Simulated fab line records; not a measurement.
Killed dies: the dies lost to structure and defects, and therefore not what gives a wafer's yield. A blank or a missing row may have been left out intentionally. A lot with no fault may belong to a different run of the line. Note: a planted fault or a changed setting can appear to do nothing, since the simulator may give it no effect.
One fault through the eyes of 2 desks || flow gf180mcu || numbers are kept per desk, each desk with only its own; the story behind them comes last

## FROM THE METROLOGY DESK
Lot by lot, what the gauges showed, no matter which tool ran the lot: averages of those sampled wafers that carry a number. The brackets show how far a lot's mean lies from the usual mean; more than 4 standard deviations puts the lot out of limits, marked OUT.
Columns: A = V5_OVL at GF_V5_OVL_MEAS_15, usual -2 nm; B = V5_W_RS at GF_V5_RS_MEAS_24, usual 0.323 ohm/sq; C = V5_W_THK at GF_V5_THK_MEAS_25, usual 356 nm
{"lot": "L737", "first seen here": "day 29 06:01", "A": -3, "B": 0.320, "C": 363}
{"lot": "L741", "first seen here": "day 30 11:52", "A": 3, "B": 0.330, "C": 347}
{"lot": "L742", "first seen here": "day 31 00:34", "A": -6, "B": 0.319, "C": 357}
{"lot": "L743", "first seen here": "day 31 05:13", "A": -3, "B": 0.328, "C": 352}
{"lot": "L745", "first seen here": "day 31 17:25", "A": 2, "B": 0.316, "C": 361}
{"lot": "L752", "first seen here": "day 33 07:01", "A": -3, "B": 0.326, "C": 349}
{"lot": "L753", "first seen here": "day 33 13:16", "A": 4, "B": 0.329, "C": 350}
This desk found nothing out of limits on any of the 7 lots.

## FOR THE TOOL OWNER'S DESK: pvd_sputter-01
The tool's own readings at GF_TOP_METAL_SPUTTER_00 (material Ti, target thk 37.5 nm, time 150 s): means of the sampled wafers that have a number, for each lot that ran on this tool. The brackets show how far a lot's mean lies from the usual mean; more than 4 standard deviations puts the lot out of limits, marked OUT.
Columns: A = throttle_valve_pct at GF_TOP_METAL_SPUTTER_00, usual 29.9 %
{"lot": "L737", "first seen here": "day 29 07:25", "A": 30.6}
{"lot": "L741", "first seen here": "day 30 13:17", "A": 30.0}
{"lot": "L742", "first seen here": "day 31 02:01", "A": 29.9}
{"lot": "L743", "first seen here": "day 31 06:41", "A": 29.6}
{"lot": "L745", "first seen here": "day 31 19:01", "A": 30.0}
This desk found nothing out of limits on any of the 5 lots.

## PUT TOGETHER
Nothing out of limits was seen by the metrology desk.
The desk of the tool owner found nothing out of limits.

## WHAT THE SIMULATOR PUT IN
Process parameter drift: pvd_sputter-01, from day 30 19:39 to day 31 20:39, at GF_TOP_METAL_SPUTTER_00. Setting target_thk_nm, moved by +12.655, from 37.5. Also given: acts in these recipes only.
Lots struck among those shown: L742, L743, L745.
